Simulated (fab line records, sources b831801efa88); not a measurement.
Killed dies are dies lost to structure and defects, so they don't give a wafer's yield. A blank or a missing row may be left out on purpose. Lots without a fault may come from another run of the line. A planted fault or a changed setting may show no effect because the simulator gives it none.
Chamber matching | flow sky130 | SKY_CONTACT_CMP_27 on cmp-02: 4 sister chambers
The step polishes, stops on SiO2, t overpolish 15 s, target thk 0 nm. 8 wafers are shown with their chamber, then 7 later ones without.

WAFERS WITH THEIR CHAMBER
wafer  | chamber | motor_current_A (A) | overpolish_run_s (s)
L278.3 | 2       | 10.8                | 14.998
L278.4 | 0       | 9.3                 | 15.003
L278.5 | 3       | 11.3                | 15.016
L281.1 | 3       | 10.1                | 15.013
L281.2 | 1       | 11.0                | 15.000
L281.4 | 2       | 11.1                | 15.006
L283.3 | 0       | 9.3                 | 14.999
L283.4 | 1       | 10.7                | 15.008

WAFERS WITHOUT THEIR CHAMBER
wafer  | motor_current_A (A) | overpolish_run_s (s)
L283.5 | 9.1                 | 15.004
L284.1 | 9.8                 | 15.009
L284.3 | 11.6                | 15.005
L284.5 | 10.7                | 15.004
L286.1 | 10.7                | 15.013
L286.2 | 11.6                | 15.003
L286.6 | 10.7                | 15.006

WHICH CHAMBER EACH WENT THROUGH
wafer  | from the rows above               | in truth
L283.5 | 0                                 | 0
L284.1 | can't be placed: 0 or 3 or 1 or 2 | 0
L284.3 | can't be placed: 2 or 1 or 3      | 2
L284.5 | can't be placed: 1 or 2           | 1
L286.1 | can't be placed: 3 or 1           | 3
L286.2 | can't be placed: 2 or 1 or 3      | 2
L286.6 | can't be placed: 1 or 2 or 3      | 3
Placed correctly: 1 of 7. Can't be placed from these rows: 6 (the true chamber is among the candidates in 6). Placed wrongly: 0.
How it was worked out, from the rows above alone: a wafer's distance from a chamber is the root of the sum, over the readings, of the square of ((its reading less the chamber's mean) divided by the reading's scatter). The wafer belongs to the nearest chamber; if the next one is less than 2 further off, it can't be placed. A chamber's mean is the mean of its shown wafers. The scatter: the root of (the sum of the squares of (reading less its chamber's mean) over the shown wafers, divided by (wafers less chambers)).
